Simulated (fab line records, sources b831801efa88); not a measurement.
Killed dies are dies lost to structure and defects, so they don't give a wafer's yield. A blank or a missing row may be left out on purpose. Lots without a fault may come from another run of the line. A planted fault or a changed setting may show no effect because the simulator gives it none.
fab line records | flow sky130
record lots=11 wafers=33 last_day=50
route steps=708 shown SONOS_TUNNEL@158 LI_CONTACT@378 CONTACT@406 PAD_OPEN@708
lots that met no fault: from a run of the same line without faults
start_h: hours from the record's first day to the start of the lot's first wafer shown | wait_h: hours since the lot's step before | " the same as in the row above | L1.1+2: a row that stands for several wafers | - no value, or no start given | * or withheld: withheld | < > ~ a bound
route shown NAME@n: a module of which the file shows steps, and the number in the route of the first | usual: mean/standard deviation of fault-free wafers | same: alike in all rows | chamber/n: place in a boat | sites: the reading at each site | _std_site: their standard deviation | _edge_site: outer sites' mean less inner sites' | radius_mm: how far each site lies from the wafer's centre | mask NAME#n: copy n | behind: the tool/chamber that last shaped the wafer | hold: why the lot was held/for how many hours/how that ended | device: the transistor (n, p or np) that didn't switch | end of line: the same wafers' tests at the end of the route | a step without rows: its recipe alone | killed: dies lost to structure and defects at the first sort, not the wafer's yield | map: a wafer's dies, x killed, . not, _ none there
set.NAME: the setting as run; set.NAME@STEP: as run at that earlier step | model.NAME: the simulator's own value behind a step, which no gauge read
steps of the route over a sample of lots; a table a step, a row a wafer
services: from which hour (start_h, from the record's first day; less than 0 if before it) a tool's chamber was out of use, for how many hours, and why
## steps
# step SKY_SONOS_TUNNEL_EXPOSE_04
# recipe mask_id=TUNM na=0.6 source_shape=conventional sigma_outer=0.6 polarization=unpolarized target_cd_nm=410 dose_mj=136
# columns lot.wafer tool chamber start_h wait_h mask
L820.2+3+6 iline_stepper-01 0 235.83 - TUNM#0
L821.1+3+4 iline_stepper-02 0 244.49 - TUNM#0
L822.1+2+5 iline_stepper-02 0 253.21 - TUNM#0
L823.3+4+5 iline_stepper-02 0 267.24 - TUNM#0
L824.1+2+5 iline_stepper-01 0 285.14 - TUNM#0
L826.1+4+6 iline_stepper-01 0 286.56 - TUNM#0
L828.1+2+5 iline_stepper-02 0 298.46 - TUNM#0
L833.2+5+6 iline_stepper-01 0 337.24 - NWM#0
L837.1+3+5 iline_stepper-01 0 372.98 - TUNM#0
L842.1+3+5 iline_stepper-01 0 405.38 - TUNM#0
L843.1+3+4 iline_stepper-01 0 419.97 - TUNM#0
# step SKY_SONOS_TUNNEL_CD_MEAS_07
# recipe target_cd_nm=410
# usual cd_nm=410.2/2.3
# columns lot.wafer tool chamber start_h wait_h cd_nm
L820.2 cd_sem-02 - 247.82 0.1 412.0
L820.3 " - " " 412.0
L820.6 " - " " 411.7
L821.1 cd_sem-02 - 255.92 0.1 415.9
L821.3 " - " " 414.7
L821.4 " - " " 413.0
L822.1 cd_sem-02 - 264.27 0.1 411.9
L822.2 " - " " 412.5
L822.5 " - " " 410.7
L823.3 cd_sem-02 - 279.06 0.1 411.7
L823.4 " - " " 411.6
L823.5 " - " " 410.7
L824.1 cd_sem-01 - 297.80 0.1 408.9
L824.2 " - " " 408.8
L824.5 " - " " 410.6
L826.1 cd_sem-01 - 299.52 0.1 408.7
L826.4 " - " " 409.0
L826.6 " - " " 411.0
L828.1 cd_sem-01 - 310.75 0.1 410.5
L828.2 " - " " 411.6
L828.5 " - " " 408.9
L833.2 cd_sem-02 - 350.98 0.1 -
L833.5 " - " " -
L833.6 " - " " -
L837.1 cd_sem-01 - 386.45 0.1 407.6
L837.3 " - " " 407.0
L837.5 " - " " 405.2
L842.1 cd_sem-02 - 419.37 0.1 407.1
L842.3 " - " " 408.6
L842.5 " - " " 407.9
L843.1 cd_sem-01 - 434.86 0.1 410.1
L843.3 " - " " 412.1
L843.4 " - " " 407.9
# step SKY_SONOS_TUNNEL_TW_MEAS_12
# usual SONOS_TUNNEL_TW=197.6/1.2
# columns lot.wafer tool chamber start_h wait_h hold SONOS_TUNNEL_TW
L820.2 film_metro-04 - 248.39 0.0 - 196.5
L820.3 " - " " - 196.5
L820.6 " - " " - 197.3
L821.1 film_metro-04 - 256.49 0.0 - 196.8
L821.3 " - " " - 196.0
L821.4 " - " " - 195.5
L822.1 film_metro-03 - 264.83 0.0 - 199.1
L822.2 " - " " - 198.4
L822.5 " - " " - 198.8
L823.3 film_metro-03 - 279.60 0.0 - 198.7
L823.4 " - " " - 200.1
L823.5 " - " " - 199.0
L824.1 film_metro-03 - 298.38 0.0 - 197.6
L824.2 " - " " - 197.7
L824.5 " - " " - 197.9
L826.1 film_metro-04 - 300.09 0.0 - 198.6
L826.4 " - " " - 197.6
L826.6 " - " " - 198.1
L828.1 film_metro-03 - 311.32 0.0 - 198.0
L828.2 " - " " - 199.0
L828.5 " - " " - 198.0
L833.2 film_metro-03 - 351.54 0.0 await_dispo/0.2h/release 30.1
L833.5 " - " " await_dispo/0.2h/release 30.1
L833.6 " - " " await_dispo/0.2h/release 30.1
L833.2 film_metro-03 - 351.77 0.2 - 30.1
L833.5 " - " " - 30.2
L833.6 " - " " - 30.1
L837.1 film_metro-04 - 387.02 0.0 - 194.4
L837.3 " - " " - 196.1
L837.5 " - " " - 196.7
L842.1 film_metro-02 - 420.11 0.0 - 197.9
L842.3 " - " " - 197.7
L842.5 " - " " - 199.5
L843.1 film_metro-02 - 435.43 0.0 - 198.6
L843.3 " - " " - 199.2
L843.4 " - " " - 197.6
# step SKY_LI_CONTACT_STRIP_16
# recipe chemistry=O2/N2 power_w=1400 pressure_mtorr=1500 platen_temp_c=withheld o2_flow_sccm=3000 n2_flow_sccm=300 overash_fraction=0.5
# usual chamber_pressure_mTorr=1499.8/1.3 drypump_motor_current_A=5.6/0.47 oes_product_au=0.376/0.0052 strip_time_to_endpoint_s=3.49/0.048
# columns lot.wafer tool chamber start_h wait_h chamber_pressure_mTorr drypump_motor_current_A oes_product_au rf_hours_counter_h strip_time_to_endpoint_s
L820.2 plasma_asher-02 0 674.86 - 1500.2 5.5 0.382 26 3.56
L820.3 " 1 " " 1501.4 4.9 0.382 - 3.50
L820.6 " 1 " " 1501.6 4.9 0.375 - 3.49
L821.1 plasma_asher-01 1 676.42 - 1499.6 5.0 0.370 56 3.42
L821.3 " 0 " " 1501.6 5.5 0.377 - 3.47
L821.4 " 1 " " 1501.9 5.0 0.375 - 3.45
L822.1 plasma_asher-01 0 679.79 - 1497.8 5.5 0.369 56 3.46
L822.2 " 1 " " 1499.0 4.9 0.377 56 3.53
L822.5 " 1 " " 1499.2 5.0 0.374 - 3.59
L823.3 plasma_asher-04 1 702.73 - 1500.1 6.2 0.384 - 3.50
L823.4 " 0 " " 1501.4 5.8 0.366 - 3.43
L823.5 " 1 " " 1499.3 6.2 0.371 - 3.50
L824.1 plasma_asher-01 0 719.15 - 1500.6 5.5 0.372 60 3.55
L824.2 " 1 " " 1497.9 5.0 0.372 60 3.49
L824.5 " 1 " " 1499.5 5.0 0.369 - 3.44
L828.1 plasma_asher-01 0 781.37 - 1499.5 5.5 0.384 66 3.52
L828.2 " 1 " " 1501.8 5.0 0.376 66 3.57
L828.5 " 1 " " 1498.3 5.0 0.378 - 3.55
L826.1 plasma_asher-01 1 782.30 - 1499.9 5.0 0.379 66 3.53
L826.4 " 0 " " 1497.6 5.5 0.363 - 3.51
L826.6 " 1 " " 1501.2 5.0 0.382 - 3.52
L837.1 plasma_asher-02 0 803.22 - 1499.0 5.5 0.380 40 3.51
L837.3 " 1 " " 1498.9 4.9 0.376 - 3.59
L837.5 " 0 " " 1499.4 5.5 0.371 - 3.56
L842.1 plasma_asher-02 1 866.62 - 1501.0 4.9 0.378 46 3.51
L842.3 " 0 " " 1500.7 5.5 0.381 - 3.52
L842.5 " 1 " " 1499.8 4.9 0.378 - 3.52
L843.1 plasma_asher-04 1 866.95 - 1499.1 6.2 0.373 108 3.53
L843.3 " 0 " " 1498.7 5.9 0.367 - 3.49
L843.4 " 1 " " 1499.4 6.2 0.372 - 3.42
# step SKY_LI_CONTACT_RS_MEAS_22
# recipe thk_meas_gauge=four-point-probe reads=W_of_LI_CONTACT_CVD_21+TiN_of_LI_CONTACT_SPUTTER_20+Ti_of_LI_CONTACT_SPUTTER_19
# usual LI_CONTACT_W_RS=0.283/0.0036
# columns lot.wafer tool chamber start_h wait_h LI_CONTACT_W_RS[ohm/sq]
L820.2 film_metro-04 - 675.44 0.1 0.275
L820.3 " - " " 0.284
L820.6 " - " " 0.281
L821.1 film_metro-04 - 676.98 0.1 0.283
L821.3 " - " " 0.276
L821.4 " - " " 0.283
L822.1 film_metro-04 - 680.47 0.2 0.278
L822.2 " - " " 0.280
L822.5 " - " " 0.278
L823.3 film_metro-01 - 703.30 0.1 0.278
L823.4 " - " " 0.289
L823.5 " - " " 0.292
L824.1 film_metro-04 - 719.71 0.1 0.284
L824.2 " - " " 0.293
L824.5 " - " " 0.291
L828.1 film_metro-01 - 781.93 0.1 0.284
L828.2 " - " " 0.280
L828.5 " - " " 0.281
L826.1 film_metro-03 - 782.86 0.1 0.282
L826.4 " - " " 0.291
L826.6 " - " " 0.286
L837.1 film_metro-01 - 803.78 0.1 0.285
L837.3 " - " " 0.283
L837.5 " - " " 0.281
L842.1 film_metro-01 - 867.19 0.1 0.282
L842.3 " - " " 0.279
L842.5 " - " " 0.277
L843.1 film_metro-03 - 867.51 0.1 0.282
L843.3 " - " " 0.288
L843.4 " - " " 0.280
# step SKY_CONTACT_CVD_00
# recipe material=Si3N4 target_thk_nm=75 temp_c=400 time_s=withheld rf_w=450
# usual heater_power_outer_w=433/78 heater_power_w=730/110
# columns lot.wafer tool chamber start_h wait_h heater_power_outer_w heater_power_w
L820.2 pecvd-04 1 705.51 0.0 281 528
L820.3 " 0 " " 412 747
L820.6 " 1 " " 289 529
L821.1 pecvd-02 1 706.97 0.0 457 775
L821.3 " 2 " " 454 722
L821.4 " 1 " " 475 797
L822.1 pecvd-04 2 709.65 0.0 323 571
L822.2 " 0 " " 368 697
L822.5 " 0 " " 376 715
L823.3 pecvd-02 1 731.80 0.0 547 895
L823.4 " 2 " " 440 707
L823.5 " 0 " " 450 754
L824.1 pecvd-01 1 748.36 0.0 466 804
L824.2 " 0 " " 489 829
L824.5 " 1 " " 476 826
L828.1 pecvd-01 0 809.75 0.0 420 720
L828.2 " 1 " " 472 796
L828.5 " 1 " " 468 815
L826.1 pecvd-04 1 810.70 0.0 249 481
L826.4 " 2 " " 427 694
L826.6 " 0 " " 364 690
L837.1 pecvd-01 0 831.99 0.0 405 716
L837.3 " 2 " " 432 688
L837.5 " 1 " " 400 702
L842.1 pecvd-02 1 894.77 0.0 571 926
L842.3 " 0 " " 530 892
L842.5 " 1 " " 575 953
L843.1 pecvd-04 1 895.72 0.0 285 537
L843.3 " 0 " " 372 708
L843.4 " 0 " " 375 695
# step SKY_PAD_OPEN_PROBE_99
# usual defect_limited_yield=82.5/2 killed_at_M0_to_M3=43/7.3 killed_at_M4_up=3.5/2.2 killed_at_contacts=24/5.3 killed_at_front_end=15/4.2 killed_at_other=0.3/0.67 killed_dies=86/9.8 killed_open=47/7.2 killed_short=39/6.5 sort_bin_3_pad_short=0.9/0.42 sort_bin_5_function=10.4/1.5 sort_bin_6_memory=6.3/1.2 sort_bin_8_speed=0.00/0.038 sort_n_pass=406/9.9 sort_yield_pct=82.5/2
# same gross_dies=492 killed_at_back_side=0 sort_bin_4_leakage[%]=0
# columns lot.wafer tool chamber start_h wait_h defect_limited_yield[%] killed_at_M0_to_M3 killed_at_M4_up killed_at_contacts killed_at_front_end killed_at_other killed_dies killed_open killed_short sort_bin_3_pad_short[%] sort_bin_5_function[%] sort_bin_6_memory[%] sort_bin_8_speed[%] sort_n_pass sort_yield_pct[%]
L823.3 prober-02 - 1095.19 0.2 81.1 51 2 24 16 0 93 53 40 0.8 10.8 7.3 0 399 81.1
L823.4 prober-02 - 1095.24 0.2 82.9 47 2 22 13 0 84 50 31 1.0 9.1 6.9 0 408 82.9
L823.5 prober-02 - 1095.29 0.2 80.1 46 1 35 16 0 98 61 37 1.2 11.6 7.1 0 394 80.1
L824.1 prober-01 - 1107.47 0.1 81.9 46 0 30 13 0 89 46 43 0.8 9.3 7.9 0 403 81.9
L824.2 prober-01 - 1107.52 0.1 83.1 34 2 29 18 0 83 50 31 0.8 10.6 5.5 0 409 83.1
L824.5 prober-01 - 1107.67 0.2 82.3 41 3 31 12 0 87 42 45 1.2 9.3 7.1 0 405 82.3
L828.1 prober-02 - 1150.50 0.1 81.1 46 2 27 17 1 93 56 37 0.8 12.4 5.7 0 399 81.1
L828.2 prober-02 - 1150.55 0.1 85.4 24 4 25 19 0 72 41 31 1.0 7.9 5.7 0 420 85.4
L828.5 prober-02 - 1150.70 0.2 82.1 43 4 26 15 0 88 47 41 1.2 9.1 7.5 0 404 82.1
L826.1 prober-01 - 1152.61 0.1 82.1 38 1 34 13 2 88 48 36 1.2 11.0 5.7 0 404 82.1
L826.4 prober-01 - 1152.76 0.2 80.5 46 3 23 21 3 96 51 45 1.0 12.0 6.5 0 396 80.5
L826.6 prober-01 - 1152.86 0.2 82.7 39 2 19 23 2 85 44 40 1.0 10.2 6.1 0 407 82.7
L837.1 prober-02 - 1169.90 0.1 83.1 43 2 23 15 0 83 46 36 0.2 10.8 5.9 0 409 83.1
L837.3 prober-02 - 1170.00 0.2 85.0 33 6 17 17 1 74 30 44 1.2 8.7 5.1 0 418 85.0
L837.5 prober-02 - 1170.10 0.2 80.1 47 2 31 18 0 98 59 38 1.2 10.6 8.1 0 394 80.1
# killed by level:class
L823.3 VIA1:geometric_particle:open=10 CONTACT:geometric_particle:open=9 VIA2:geometric_particle:open=8 VIA2:geometric_particle:short=8 VIA3:geometric_particle:open=7 LOCAL_INTERCONNECT:geometric_particle:short=7 FIELD_ISO:geometric_particle:open=6 VIA1:geometric_particle:short=5
L823.4 VIA1:geometric_particle:open=10 LI_CONTACT:geometric_particle:open=9 CONTACT:geometric_particle:open=8 VIA2:geometric_particle:open=7 VIA1:geometric_particle:short=6 VIA3:geometric_particle:open=5 POLY_GATE:geometric_particle:short=4 METAL2:geometric_particle:short=4
L823.5 VIA1:geometric_particle:open=14 CONTACT:geometric_particle:open=11 VIA3:geometric_particle:open=11 LI_CONTACT:geometric_particle:open=9 VIA2:geometric_particle:open=8 FIELD_ISO:geometric_particle:short=6 LI_CONTACT:geometric_particle:short=6 LOCAL_INTERCONNECT:geometric_particle:short=5
L824.1 CONTACT:geometric_particle:open=15 VIA1:geometric_particle:open=9 VIA1:geometric_particle:short=8 LI_CONTACT:geometric_particle:open=7 FIELD_ISO:geometric_particle:short=6 METAL1:geometric_particle:short=6 LOCAL_INTERCONNECT:geometric_particle:short=5 VIA3:geometric_particle:short=5
L824.2 CONTACT:geometric_particle:open=16 VIA1:geometric_particle:open=10 VIA2:geometric_particle:open=7 POLY_GATE:geometric_particle:short=6 LI_CONTACT:geometric_particle:open=5 LOCAL_INTERCONNECT:geometric_particle:short=4 VIA2:geometric_particle:short=4 VIA3:geometric_particle:open=4
L824.5 CONTACT:geometric_particle:open=11 VIA1:geometric_particle:short=8 LI_CONTACT:geometric_particle:open=7 VIA1:geometric_particle:open=6 POLY_GATE:geometric_particle:short=6 CONTACT:geometric_particle:short=6 METAL1:geometric_particle:short=5 VIA3:geometric_particle:open=5
L828.1 VIA1:geometric_particle:open=13 VIA3:geometric_particle:open=10 CONTACT:geometric_particle:open=9 CONTACT:geometric_particle:short=7 FIELD_ISO:geometric_particle:open=6 FIELD_ISO:geometric_particle:short=6 LI_CONTACT:geometric_particle:open=6 METAL2:geometric_particle:short=5
L828.2 CONTACT:geometric_particle:open=10 LI_CONTACT:geometric_particle:open=8 FIELD_ISO:geometric_particle:short=7 FIELD_ISO:geometric_particle:open=5 POLY_GATE:geometric_particle:open=4 LOCAL_INTERCONNECT:geometric_particle:short=3 METAL1:geometric_particle:short=3 VIA1:geometric_particle:open=3
L828.5 VIA1:geometric_particle:open=13 CONTACT:geometric_particle:open=11 FIELD_ISO:geometric_particle:short=7 LI_CONTACT:geometric_particle:open=7 VIA2:geometric_particle:open=6 METAL2:geometric_particle:short=5 VIA3:geometric_particle:open=5 FIELD_ISO:geometric_particle:open=4
L826.1 CONTACT:geometric_particle:open=14 LI_CONTACT:geometric_particle:open=9 VIA1:geometric_particle:open=7 LOCAL_INTERCONNECT:geometric_particle:short=5 VIA1:geometric_particle:short=5 METAL2:geometric_particle:short=5 VIA2:geometric_particle:open=5 VIA2:geometric_particle:short=5
L826.4 CONTACT:geometric_particle:open=9 VIA3:geometric_particle:open=8 VIA1:geometric_particle:open=8 VIA1:geometric_particle:short=7 FIELD_ISO:geometric_particle:open=5 FIELD_ISO:geometric_particle:short=5 METAL1:geometric_particle:short=5 CONTACT:geometric_particle:short=4
L826.6 CONTACT:geometric_particle:open=10 FIELD_ISO:geometric_particle:open=6 LOCAL_INTERCONNECT:geometric_particle:short=5 METAL1:geometric_particle:short=5 VIA1:geometric_particle:open=5 VIA3:geometric_particle:open=5 METAL3:geometric_particle:short=5 POLY_GATE:geometric_particle:open=4
L837.1 VIA1:geometric_particle:open=9 VIA2:geometric_particle:open=6 LI_CONTACT:geometric_particle:open=6 LOCAL_INTERCONNECT:geometric_particle:short=6 VIA3:geometric_particle:short=6 VIA3:geometric_particle:open=6 CONTACT:geometric_particle:open=5 METAL1:geometric_particle:short=5
L837.3 METAL3:geometric_particle:short=9 POLY_GATE:geometric_particle:open=7 METAL4:geometric_particle:short=6 METAL2:geometric_particle:short=5 CONTACT:geometric_particle:open=5 CONTACT:geometric_particle:short=5 VIA1:geometric_particle:open=5 VIA2:geometric_particle:open=3
L837.5 CONTACT:geometric_particle:open=15 LI_CONTACT:geometric_particle:open=9 METAL1:geometric_particle:short=8 VIA2:geometric_particle:open=8 VIA1:geometric_particle:short=7 VIA1:geometric_particle:open=6 VIA3:geometric_particle:open=6 POLY_GATE:geometric_particle:open=5
## services
# columns tool chamber start_h hours kind
iline_stepper-01 - 245.86 2.1 pm
plasma_asher-01 - 251.18 9.3 repair
iline_stepper-02 - 274.25 2.5 repair
iline_stepper-01 - 279.83 1.7 pm
pecvd-04 - 307.56 0.5 repair
pecvd-04 - 308.07 6.0 pm
iline_stepper-01 - 341.28 4.4 pm
pecvd-04 2 346.77 22.2 repair
iline_stepper-02 - 427.11 1.7 pm
pecvd-04 - 468.65 1.5 repair
iline_stepper-01 - 498.01 1.7 pm
plasma_asher-01 - 550.72 28.1 pm
iline_stepper-01 - 587.43 8.9 pm
plasma_asher-01 - 592.95 2.8 pm
pecvd-04 - 640.08 1.2 repair
iline_stepper-02 - 645.17 1.7 pm
iline_stepper-01 - 704.73 4.3 pm
iline_stepper-02 - 710.03 4.4 pm
iline_stepper-01 - 716.19 1.7 pm
iline_stepper-02 - 735.34 15.6 repair
plasma_asher-01 - 764.31 3.1 repair
iline_stepper-01 - 805.66 4.8 repair
plasma_asher-01 - 865.53 14.6 pm
iline_stepper-01 - 873.14 1.3 repair
## key
first_sign step=SKY_SONOS_TUNNEL_EXPOSE_04 reading=mask direction=changed
effect step=SKY_SONOS_TUNNEL_CD_MEAS_07 reading=cd_nm direction=missing
effect step=SKY_SONOS_TUNNEL_TW_MEAS_12 reading=visit direction=added
effect step=SKY_SONOS_TUNNEL_TW_MEAS_12 reading=SONOS_TUNNEL_TW direction=down sigmas=99+ usual=197.6 struck=30.1
met_at SKY_SONOS_TUNNEL_EXPOSE_04
struck_lots L833
scrapped_behind SKY_SONOS_TUNNEL_TW_MEAS_12 L833.2,L833.5,L833.6
not_acting_at SKY_LI_CONTACT_STRIP_16,SKY_LI_CONTACT_RS_MEAS_22,SKY_CONTACT_CVD_00
onset_between 286.56 337.24
fault kind=wrong_mask tool=any chamber=- onset_h=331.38 steps=SKY_SONOS_TUNNEL_EXPOSE_04 aux_copy=NWM#0 scope=struck_lots_only
